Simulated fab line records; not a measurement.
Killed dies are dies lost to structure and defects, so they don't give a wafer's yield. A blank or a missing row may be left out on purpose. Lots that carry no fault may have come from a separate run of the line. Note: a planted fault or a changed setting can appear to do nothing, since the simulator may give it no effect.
The tool behind it: which one?    flow sky130    36 wafers from 12 lots sampled at 6 of the route's 708 steps

WHAT EACH GAUGE READ, for each wafer
SKY_NWELL_TW_MEAS_15.
lot   measured      on             NWELL_TW
L548  day 4 21:48   film-metro-04  1832 1840 1827
L552  day 6 03:34   film-metro-04  1824 1829 1822
L555  day 6 10:40   film-metro-04  1824 1830 1827
L556  day 6 10:58   film-metro-03  1829 1833 1829
L559  day 7 06:49   film-metro-03  1832 1830 1830
L560  day 7 11:16   film-metro-03  1831 1831 1845
L565  day 8 23:02   film-metro-03  1840 1845 1832
L566  day 9 00:50   film-metro-04  1833 1835 1830
L567  day 9 06:40   film-metro-03  1820 1816 1828
L568  day 9 14:03   film-metro-04  1824 1836 1823
L570  day 9 22:58   film-metro-04  1820 1824 1836
L571  day 10 03:26  film-metro-04  1836 1816 1838

SKY_VT_ADJUST_HVTP_TW_MEAS_11.
lot   measured      on             VT_ADJUST_HVTP_TW
L548  day 6 10:07   film-metro-04  1366 1363 1359
L552  day 7 19:57   film-metro-03  1375 1362 1364
L555  day 8 01:53   film-metro-03  1364 1359 1361
L556  day 8 02:20   film-metro-04  1355 1350 1354
L559  day 9 00:54   film-metro-02  1339 1338 1343
L560  day 9 06:09   film-metro-02  1348 1347 1345
L565  day 10 20:35  film-metro-03  1371 1364 1363
L566  day 10 22:12  film-metro-03  1372 1374 1368
L567  day 11 04:19  film-metro-02  1336 1332 1332
L568  day 11 12:26  film-metro-02  1337 1326 1330
L570  day 11 22:15  film-metro-04  1359 1356 1357
L571  day 12 02:16  film-metro-02  1339 1341 1333

SKY_VT_ADJUST_HVTR_CD_MEAS_07 targets a cd of 380 nm.
lot   measured      on         cd-nm (nm)
L548  day 9 20:17   cd-sem-02  383.1 379.5 378.4
L552  day 11 13:06  cd-sem-01  - - -
L555  day 11 19:58  cd-sem-02  379.2 380.1 380.3
L556  day 11 20:11  cd-sem-01  378.9 379.9 380.6
L559  day 12 23:14  cd-sem-02  377.4 377.6 379.0
L560  day 13 04:32  cd-sem-01  377.1 381.1 380.1
L565  day 15 01:16  cd-sem-01  381.3 381.2 379.9
L566  day 15 04:02  cd-sem-01  379.2 378.9 376.6
L567  day 15 12:37  cd-sem-01  378.8 379.0 376.6
L568  day 15 21:10  cd-sem-01  377.5 378.0 378.5
L570  day 16 08:33  cd-sem-02  380.5 379.1 377.8
L571  day 16 14:16  cd-sem-01  380.9 380.2 380.8

SKY_VT_ADJUST_HVTR_TW_MEAS_11.
lot   measured      on             VT_ADJUST_HVTR_TW
L548  day 9 20:41   film-metro-03  212.7 212.1 213.2
L552  day 11 13:29  film-metro-01  30.0 29.6 29.7 29.8 29.7 29.7
L555  day 11 20:20  film-metro-03  212.6 212.6 212.3
L556  day 11 20:35  film-metro-04  211.7 211.8 209.9
L559  day 12 23:38  film-metro-04  212.2 212.6 211.7
L560  day 13 04:56  film-metro-01  208.4 208.5 209.4
L565  day 15 01:38  film-metro-03  213.0 213.8 213.4
L566  day 15 04:26  film-metro-03  213.2 211.4 213.1
L567  day 15 13:01  film-metro-01  207.9 207.9 206.9
L568  day 15 21:34  film-metro-01  207.3 207.4 209.4
L570  day 16 08:57  film-metro-04  213.1 212.8 213.4
L571  day 16 14:38  film-metro-04  212.1 214.0 212.6

SKY_SONOS_TUNNEL_TW_MEAS_12.
lot   measured      on             SONOS_TUNNEL_TW
L548  day 11 18:27  film-metro-01  195.7 195.4 196.1
L555  day 13 23:21  film-metro-01  196.4 195.3 194.5
L556  day 13 23:42  film-metro-04  201.1 199.7 199.8
L559  day 15 06:09  film-metro-02  194.0 194.4 194.8
L560  day 15 11:01  film-metro-02  193.6 194.3 194.2
L565  day 17 09:28  film-metro-01  195.8 195.8 196.0
L566  day 17 13:29  film-metro-04  201.0 199.0 199.4
L567  day 17 23:19  film-metro-02  193.7 194.5 194.7
L568  day 18 07:37  film-metro-01  195.4 195.0 194.9
L570  day 18 19:22  film-metro-04  199.8 198.8 199.2
L571  day 19 02:44  film-metro-01  194.9 195.6 195.8

WHAT TOOL EACH LOT RAN ON (gives the tool, then ch and the chambers of the sampled wafers, and finally the start)
lot   SKY_VT_ADJUST_HVTR_EXPOSE_04
L548  iline-stepper-01 ch 0, day 9 08:52
L552  iline-stepper-02 ch 0, day 11 01:07
L555  iline-stepper-02 ch 0, day 11 08:19
L556  iline-stepper-02 ch 0, day 11 08:35
L559  iline-stepper-02 ch 0, day 12 10:21
L560  iline-stepper-02 ch 0, day 12 15:56
L565  iline-stepper-02 ch 0, day 14 11:25
L566  iline-stepper-01 ch 0, day 14 14:16
L567  iline-stepper-02 ch 0, day 14 23:35
L568  iline-stepper-01 ch 0, day 15 08:09
L570  iline-stepper-01 ch 0, day 15 18:49
L571  iline-stepper-02 ch 0, day 15 23:23
- SKY_VT_ADJUST_HVTR_EXPOSE_04: exposes mask HVTRM, target cd 380 nm.

WHAT THE TOOLS THEMSELVES READ (means of the sampled wafers that have a number; where no wafer has one, the mark that the record gives instead)
The record holds no such reading with a usual standard deviation.

THE ANSWER, worked out from the rows above alone
Rule: the lots themselves supply what counts as usual. Put in order of their means at a reading, lots are off if they are a third of the lots or fewer, leave a main group of 4 or more, and stand apart from it by a gap of 3 or more times the standard deviation of the main group's means; of several such gaps the widest counts. The tables above print the reading to a certain number of digits; a main group whose means all agree to those digits is not used. Also off: a lot with no number at a reading for which 4 or more lots have one. All remaining lots with rows at the step are treated as sound. The gauges are gone through in route order, then the tools' own readings, and for those a lot's mean is taken as printed above. At the first step where some lot is off, the reading lying furthest off is the one used; lots without a number count as furthest.
Off: L552, at SKY_VT_ADJUST_HVTR_CD_MEAS_07 (cd-nm). Without a number there: L552. The main group: mean 379.3 nm, standard deviation 1.
A tool fits if, at a process step before that reading, it ran every lot that is off, and no sound lot after the first of them. The gauges at SKY_VT_ADJUST_HVTR_CD_MEAS_07 aren't tried: what is off there is off at SKY_VT_ADJUST_HVTR_TW_MEAS_11 too, on other tools, and a gauge's error can't cause that. Of those tried, none fits.

WHAT THE SIMULATOR HAD INSERTED
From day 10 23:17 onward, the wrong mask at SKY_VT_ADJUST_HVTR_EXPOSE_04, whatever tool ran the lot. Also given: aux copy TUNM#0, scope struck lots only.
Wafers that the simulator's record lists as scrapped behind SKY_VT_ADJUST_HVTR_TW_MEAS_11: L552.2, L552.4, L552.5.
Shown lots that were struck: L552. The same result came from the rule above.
